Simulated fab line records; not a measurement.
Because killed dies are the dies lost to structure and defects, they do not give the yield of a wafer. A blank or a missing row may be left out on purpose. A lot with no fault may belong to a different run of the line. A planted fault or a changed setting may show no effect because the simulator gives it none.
Matching of chambers    flow gf180mcu    rieDiel-01 running GF_M5_ETCH_09: 4 sister chambers
The step etches Si3N4 in CF4/O2, target depth 52 nm, time 11.6 s. 8 wafers are shown with their chamber, then 10 later ones without.

WAFERS WITH THEIR CHAMBER
wafer   chamber  drypumpMotorCurrentA (A)  oesProductAu (a.u.)
L855.2  3        5.9                       0.994
L856.2  0        5.7                       1.005
L856.6  0        5.7                       1.013
L857.1  1        6.4                       1.015
L857.3  3        6.0                       0.986
L857.4  2        5.9                       0.992
L862.3  1        6.4                       1.014
L862.4  2        5.9                       0.977

WAFERS WITHOUT THEIR CHAMBER
wafer   drypumpMotorCurrentA (A)  oesProductAu (a.u.)
L862.6  5.9                       0.989
L865.2  6.4                       1.028
L865.4  5.7                       1.011
L865.6  5.9                       0.993
L867.3  6.4                       1.011
L867.4  6.4                       1.023
L867.6  5.9                       0.987
L868.2  5.9                       0.984
L868.5  5.9                       0.998
L868.6  6.4                       1.026

THE CHAMBER EACH PASSED THROUGH
wafer   from the rows above      in truth
L862.6  can't be placed: 2 or 3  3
L865.2  1                        1
L865.4  0                        0
L865.6  can't be placed: 2 or 3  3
L867.3  1                        1
L867.4  1                        1
L867.6  can't be placed: 2 or 3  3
L868.2  can't be placed: 2 or 3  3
L868.5  can't be placed: 3 or 2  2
L868.6  1                        1
Correctly placed: 5 of 10. Can't be placed from these rows: 5 (the true chamber is among the candidates in 5). 0 placed wrongly.
How it was worked out, from the rows above alone: a wafer's distance from a chamber is the root of the sum, over the readings, of the square of ((its reading less the chamber's mean) divided by the reading's scatter). The wafer belongs to the nearest chamber; if the next one is less than 2 further off, it can't be placed. A chamber's mean is the mean of its shown wafers. The scatter: the root of (the sum of the squares of (reading less its chamber's mean) over the shown wafers, divided by (wafers less chambers)).
